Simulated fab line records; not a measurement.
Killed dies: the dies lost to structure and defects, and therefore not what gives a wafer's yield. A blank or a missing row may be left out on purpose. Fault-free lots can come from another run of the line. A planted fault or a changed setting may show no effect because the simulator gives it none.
A lot that was struck, set against a sound lot -- flow sky130 -- 15 out of 708 route steps
Sound: the wafers L856.3, L856.4, L856.5. The struck wafers were L870.3, L870.4, L870.6. Last of all comes the cause.
Each step with rows lists, per side, the tool, then ch with its chambers, then its first start. Under that, the readings that differ: sound wafers -- struck wafers -- difference of the means -- sigmas: that difference in standard deviations of wafers without a fault.
alike: words and numbers the same on both sides, and readings whose means are apart by under 2 such deviations; not compared: readings that were withheld, readings missing a value for some wafer, numbers with overlapping values and no deviation given by the record, and bounds like >300 which may hide the same value.
A row with sigmas, a row that says differs or no value, or rows on one side alone: a step with any of these is where the two part. When numbers do not overlap yet have no deviation, they are printed without sigmas and do not part them. Lack of a reading on every wafer of one side parts them only where that side has two or more wafers.

SKY_RES_PROTECT_STRIP_07: strips in O2/N2.
  sound on plasma-asher-01 ch 0,1, day 16 14:50; struck on plasma-asher-02 ch 0,1, day 21 17:54
  alike: drypump-motor-current-A, oes-product-au, strip-time-to-endpoint-s
  not compared: rf-hours-counter-h
SKY_RES_PROTECT_TW_MEAS_08:
  sound: film-metro-02 at day 16 14:55; struck: film-metro-01 at day 21 17:59
  alike: POLY_GATE_TW
then, 2 steps without rows for these wafers: SKY_RES_PROTECT_CLEAN_09 (cleans in SC1/SC2, time 150 s); SKY_POLY_GATE_CVD_03 (deposits Si3N4 from DCS/NH3, target thk 75 nm, time 1290 s).
SKY_POLY_GATE_THK_MEAS_04:
  sound: film-metro-03 at day 16 17:18; struck: film-metro-03 at day 21 21:21
  alike: POLY_GATE_CVD_03_THK
then, 7 steps without rows for these wafers: SKY_POLY_GATE_DEHYDRATE_05 (time 60 s); SKY_POLY_GATE_HMDS_06 (prime time 60 s); SKY_POLY_GATE_COAT_07 (resist thk 110 nm); SKY_POLY_GATE_COAT_08 (resist thk 450 nm); SKY_POLY_GATE_SOFTBAKE_09 (time 90 s); SKY_POLY_GATE_EXPOSE_10 (exposes mask P1M, target cd 150 nm); SKY_POLY_GATE_PEB_11.
SKY_POLY_GATE_DEVELOP_12: develop time 60 s.
  sound on litho-track-01 ch 0, day 17 22:00; struck on litho-track-01 ch 0, day 23 03:00
reading,sound,struck,difference,sigmas
developer-temp-C (C),20.97 20.96 20.86,21.62 21.60 21.44,+0.62,+6
  alike: chill-plate-temp-C
SKY_POLY_GATE_CD_MEAS_13: target cd 150 nm.
  sound: cd-sem-01 at day 17 22:38; struck: cd-sem-01 at day 23 04:02
  alike: cd-nm
-- record jumps: 28 days separate the struck wafers' starts on either side; left off in module POLY_GATE, taken up again in module PAD_OPEN, whose first shown step is the route's number 708 --
SKY_PAD_OPEN_PROBE_99:
  sound: prober-01 at day 47 15:50; struck: prober-01 at day 50 20:45
  alike: killed_at_M0_to_M3, killed_at_M4_up, killed-at-contacts, killed-at-front-end, killed-at-other, killed-dies, killed-open, killed-short

## WHERE THEY PART
Within this record, at SKY_POLY_GATE_DEVELOP_12 only. Later steps at which nothing parts them and some readings are alike: SKY_POLY_GATE_CD_MEAS_13, SKY_PAD_OPEN_PROBE_99.

WHY: the cause the simulator had injected
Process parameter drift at SKY_POLY_GATE_DEVELOP_12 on litho-track-01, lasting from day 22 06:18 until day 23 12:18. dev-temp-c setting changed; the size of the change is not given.
